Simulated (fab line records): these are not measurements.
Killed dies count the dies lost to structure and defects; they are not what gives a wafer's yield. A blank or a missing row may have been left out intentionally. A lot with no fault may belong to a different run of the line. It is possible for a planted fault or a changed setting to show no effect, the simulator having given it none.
Tool commonality check || flow gf180mcu || 10 lots and 30 wafers in the sample

== WHY IT WAS OPENED ==
GF_PSD_OVL_MEAS_08, reading PSD_OVL: flagged on 2 of 10 lots. Fault-free wafers read -0.5 nm, with a standard deviation of 1.4.
Rule: a lot is flagged in two cases, either no wafer of it has a number, or all its wafers with numbers fall more than 4 standard deviations from that mean. As for the other lots, they are considered sound.

{"lot": "L288", "measured": "day 14 08:53", "on": "overlay-02", "PSD_OVL (nm), wafer by wafer": "-1.5 -0.2 0.0", "flag": ""}
{"lot": "L289", "measured": "day 14 14:02", "on": "overlay-01", "PSD_OVL (nm), wafer by wafer": "-1.0 -0.9 -0.8", "flag": ""}
{"lot": "L290", "measured": "day 14 21:05", "on": "overlay-01", "PSD_OVL (nm), wafer by wafer": "0.7 -0.6 -0.4", "flag": ""}
{"lot": "L291", "measured": "day 15 06:59", "on": "overlay-01", "PSD_OVL (nm), wafer by wafer": "-0.1 -1.7 -0.1", "flag": ""}
{"lot": "L293", "measured": "day 16 01:41", "on": "overlay-02", "PSD_OVL (nm), wafer by wafer": "-1.7 -3.0 -2.2", "flag": ""}
{"lot": "L295", "measured": "day 16 18:53", "on": "overlay-02", "PSD_OVL (nm), wafer by wafer": "268.7 269.2 268.4", "flag": "FLAGGED"}
{"lot": "L299", "measured": "day 18 00:02", "on": "overlay-01", "PSD_OVL (nm), wafer by wafer": "268.1 268.4 268.6", "flag": "FLAGGED"}
{"lot": "L302", "measured": "day 19 03:59", "on": "overlay-01", "PSD_OVL (nm), wafer by wafer": "2.0 2.4 3.2", "flag": ""}
{"lot": "L304", "measured": "day 20 02:08", "on": "overlay-02", "PSD_OVL (nm), wafer by wafer": "1.4 0.9 0.7", "flag": ""}
{"lot": "L308", "measured": "day 21 05:26", "on": "overlay-01", "PSD_OVL (nm), wafer by wafer": "-1.3 -0.8 -2.4", "flag": ""}
On average the flagged lots read 268.6 nm, which is +269.1 nm against the usual, or +99 or more standard deviations.

== EACH LOT AND THE TOOL IT RAN ON ==
The record keeps 1 process step preceding the reading, out of 602 steps on the route. In each cell: the tool, then ch and the chambers that the sampled wafers went through, then the start.
{"lot": "L288", "flag": "", "GF_PSD_EXPOSE_04": "ilineStepper-02 ch 0, day 13 22:34"}
{"lot": "L289", "flag": "", "GF_PSD_EXPOSE_04": "ilineStepper-01 ch 0, day 14 03:51"}
{"lot": "L290", "flag": "", "GF_PSD_EXPOSE_04": "ilineStepper-01 ch 0, day 14 10:40"}
{"lot": "L291", "flag": "", "GF_PSD_EXPOSE_04": "ilineStepper-01 ch 0, day 14 20:22"}
{"lot": "L293", "flag": "", "GF_PSD_EXPOSE_04": "ilineStepper-02 ch 0, day 15 14:40"}
{"lot": "L295", "flag": "FLAGGED", "GF_PSD_EXPOSE_04": "ilineStepper-02 ch 0, day 16 07:56"}
{"lot": "L299", "flag": "FLAGGED", "GF_PSD_EXPOSE_04": "ilineStepper-02 ch 0, day 17 12:29"}
{"lot": "L302", "flag": "", "GF_PSD_EXPOSE_04": "ilineStepper-01 ch 0, day 18 15:32"}
{"lot": "L304", "flag": "", "GF_PSD_EXPOSE_04": "ilineStepper-01 ch 0, day 19 14:02"}
{"lot": "L308", "flag": "", "GF_PSD_EXPOSE_04": "ilineStepper-01 ch 0, day 20 16:50"}
What the steps here do:
- GF_PSD_EXPOSE_04: exposes mask Pplus, target cd 400 nm.
- GF_PSD_OVL_MEAS_08

== FLAGGED OVER TOTAL, TOOL BY TOOL (the gauges that took the reading come last) ==
{"step": "GF_PSD_EXPOSE_04", "tool": "ilineStepper-01", "lots run": 6, "flagged": 0, "share of the flagged lots": "none", "sound lots run after its first flagged lot": "-"}
{"step": "GF_PSD_EXPOSE_04", "tool": "ilineStepper-02", "lots run": 4, "flagged": 2, "share of the flagged lots": "all", "sound lots run after its first flagged lot": 0}
{"step": "GF_PSD_OVL_MEAS_08", "tool": "overlay-01", "lots run": 6, "flagged": 1, "share of the flagged lots": "some", "sound lots run after its first flagged lot": "2 (L302,L308)"}
{"step": "GF_PSD_OVL_MEAS_08", "tool": "overlay-02", "lots run": 4, "flagged": 1, "share of the flagged lots": "some", "sound lots run after its first flagged lot": "1 (L304)"}

== WHAT THE TABLE PERMITS ==
Rows of the table that ran each flagged lot: 1, that is ilineStepper-02 at GF_PSD_EXPOSE_04.
- ilineStepper-02 at GF_PSD_EXPOSE_04: 2 of its 4 lots flagged. It ran its last sound lot, L293, at day 15 14:40 and its first flagged lot, L295, at day 16 07:56: a fault with its onset between the two fits.
Just one tool remains: ilineStepper-02 at GF_PSD_EXPOSE_04.

== WHAT THE SIMULATOR PUT IN ==
Scanner matching overlay: ilineStepper-02, from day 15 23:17 on, at GF_PSD_EXPOSE_04. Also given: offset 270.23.
Lots struck among those shown: L295, L299. Same finding as the rule above.
